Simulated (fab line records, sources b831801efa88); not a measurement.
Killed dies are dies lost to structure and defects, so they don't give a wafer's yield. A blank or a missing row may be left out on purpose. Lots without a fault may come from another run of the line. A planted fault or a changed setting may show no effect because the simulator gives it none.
One fault seen from 2 desks | flow sky130 | each desk has only its own numbers; what lay behind them comes last

THE METROLOGY DESK
What the gauges read, lot by lot, whatever tool the lot ran on: means of the sampled wafers that have a number. A lot is out of limits, marked OUT, if its mean lies more than 4 standard deviations from the usual mean; the brackets give that distance.
Columns: A = FIELD_ISO_OXIDATION_01_THK at SKY_FIELD_ISO_THK_MEAS_23, usual 10.08 nm; B = NWELL_OXIDATION_THK at SKY_NWELL_THK_MEAS_02, usual 9.97 nm; C = PWDE_TW at SKY_PWDE_TW_MEAS_10, usual 372; D = VT_ADJUST_NCORE_TW at SKY_VT_ADJUST_NCORE_TW_MEAS_11, usual 218.6
lot  | first seen here | A     | B     | C   | D
L164 | day 2 12:00     | 10.12 | 10.17 | 370 | 222.3
L166 | day 3 00:20     | 10.42 | 9.93  | 372 | 245.4 (+12) OUT
L167 | day 3 05:56     | 10.35 | 10.03 | 371 | 221.9
L171 | day 4 00:08     | 9.98  | 10.08 | 368 | 217.3
L172 | day 4 05:51     | 10.08 | 10.11 | 369 | 246.9 (+13) OUT
L178 | day 5 13:59     | 9.94  | 10.14 | 371 | 220.3
L179 | day 5 17:10     | 10.24 | 10.21 | 372 | 216.4
L180 | day 5 22:26     | 9.79  | 10.05 | 371 | 216.3
L181 | day 9 18:34     | 10.06 | 9.98  | 366 | 220.2
L182 | day 9 18:34     | 9.78  | 9.68  | 376 | 219.5
L183 | day 9 18:38     | 10.19 | 9.81  | 376 | 216.5
L186 | day 9 18:38     | 10.09 | 9.90  | 375 | 217.5
L185 | day 9 18:41     | 10.13 | 9.73  | 373 | 216.0
This desk's finding: out of limits on L166, L172; first on L166, day 8 06:13 (VT_ADJUST_NCORE_TW at SKY_VT_ADJUST_NCORE_TW_MEAS_11). In limits: L164, L167, L171, L178, L179, L180, L181, L182, L183, L186, L185.

THE TOOL OWNER'S DESK: implanter-03
The tool's own readings at SKY_VT_ADJUST_NCORE_IMPLANT_09: means of the sampled wafers that have a number, for each lot that ran on this tool. A lot is out of limits, marked OUT, if its mean lies more than 4 standard deviations from the usual mean; the brackets give that distance.
Columns: A = beam_energy_keV at SKY_VT_ADJUST_NCORE_IMPLANT_09, usual 10.000; B = beam_on_s at SKY_VT_ADJUST_NCORE_IMPLANT_09, usual 10.01 s; C = dose_ions_cm2 at SKY_VT_ADJUST_NCORE_IMPLANT_09, usual 2.4004e+12; D = faraday_current_uA at SKY_VT_ADJUST_NCORE_IMPLANT_09, usual 13.52
lot  | first seen here | A      | B     | C                            | D
L164 | day 7 21:23     | 10.002 | 10.07 | 2.4005e+12                   | 13.45
L166 | day 8 05:58     | 10.001 | 9.90  | 3.4560e+12 (+99 or more) OUT | 19.70 (+21) OUT
L172 | day 9 05:26     | 9.996  | 9.93  | 3.4617e+12 (+99 or more) OUT | 19.64 (+20) OUT
L183 | day 18 20:49    | 10.002 | 9.99  | 2.3981e+12                   | 13.55
L182 | day 18 21:43    | 9.999  | 10.13 | 2.4014e+12                   | 13.35
L186 | day 18 22:37    | 10.000 | 10.18 | 2.3962e+12                   | 13.26
L185 | day 18 23:31    | 10.003 | 10.04 | 2.3975e+12                   | 13.48
This desk's finding: out of limits on L166, L172; first on L166, day 8 05:58 (dose_ions_cm2 at SKY_VT_ADJUST_NCORE_IMPLANT_09). In limits: L164, L183, L182, L186, L185.

PUT TOGETHER
The tool owner's desk could have raised an alarm at day 8 05:58, on L166, L172.
The metrology desk could have raised an alarm at day 8 06:13, on L166, L172.
Of the lots named, all ran SKY_VT_ADJUST_NCORE_IMPLANT_09 on implanter-03.

WHAT THE SIMULATOR HAD PUT IN
Process parameter drift: implanter-03, from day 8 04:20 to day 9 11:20, at SKY_VT_ADJUST_NCORE_IMPLANT_09. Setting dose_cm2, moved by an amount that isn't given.
Lots struck among those shown: L166, L172.
Hours from the fault's start to each desk's first reading out of limits: the tool owner's desk, 2; the metrology desk, 2.
